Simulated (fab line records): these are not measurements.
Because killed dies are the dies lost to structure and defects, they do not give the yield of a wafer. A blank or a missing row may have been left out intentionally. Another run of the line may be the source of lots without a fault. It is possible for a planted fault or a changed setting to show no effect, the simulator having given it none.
Which tool did it? / flow gf180mcu / 6 lots with 18 wafers sampled at 2 steps, on a route of 602 steps

== WHAT THE GAUGES SHOWED, per wafer ==
GF_NWELL_TW_MEAS_11.
lot=L358; measured=day 4 01:49; on=filmMetro-01; NWELL_TW=1577 1570 1580
lot=L363; measured=day 5 03:58; on=filmMetro-03; NWELL_TW=1584 1591 1577
lot=L365; measured=day 5 15:03; on=filmMetro-03; NWELL_TW=1586 1587 1578
lot=L367; measured=day 6 00:48; on=filmMetro-01; NWELL_TW=1596 1595 1588
lot=L375; measured=day 7 21:32; on=filmMetro-04; NWELL_TW=1462 1457 1467
lot=L378; measured=day 8 18:59; on=filmMetro-04; NWELL_TW=1580 1592 1585

== WHAT TOOL EACH LOT RAN ON (gives the tool, then ch and the chambers of the sampled wafers, and finally the start) ==
lot=L358; GF_NWELL_IMPLANT_08=implanter-02 ch 0, day 4 01:25
lot=L363; GF_NWELL_IMPLANT_08=implanter-04 ch 0, day 5 03:31
lot=L365; GF_NWELL_IMPLANT_08=implanter-02 ch 0, day 5 14:41
lot=L367; GF_NWELL_IMPLANT_08=implanter-03 ch 0, day 6 00:25
lot=L375; GF_NWELL_IMPLANT_08=implanter-04 ch 0, day 7 21:10
lot=L378; GF_NWELL_IMPLANT_08=implanter-03 ch 0, day 8 18:33
- GF_NWELL_IMPLANT_08

== THE ANSWER, worked out from the rows above alone ==
Rule: the usual values come from the lots themselves. Put in order of their means at a reading, lots are off if they are a third of the lots or fewer, leave a main group of 4 or more, and stand apart from it by a gap of 3 or more times the standard deviation of the main group's means; of several such gaps the widest counts. The tables above print the reading to a certain number of digits; a main group whose means all agree to those digits is not used. A lot without any number at a reading at which 4 lots or more have one is off too. The other lots that the step has rows for count as sound.
Off: at GF_NWELL_TW_MEAS_11 (NWELL_TW), L375. Mean 1584 and standard deviation 5.5 in the main group.
If a tool, at a process step before that reading, ran all the lots that are off and no sound lot after the first of them, it fits. Gauges at GF_NWELL_TW_MEAS_11: tried the same way as those tools. One candidate fits, namely implanter-04 at GF_NWELL_IMPLANT_08. A fault onset in the window from L363 (day 5 03:31, its last sound lot) to L375 (day 7 21:10, its first lot off) fits.

== WHAT THE SIMULATOR HAD INSERTED ==
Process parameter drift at GF_NWELL_IMPLANT_08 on implanter-04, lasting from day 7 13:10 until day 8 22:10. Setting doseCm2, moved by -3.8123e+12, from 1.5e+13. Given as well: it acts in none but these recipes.
Shown lots that were struck: L375. The rule above found the same.
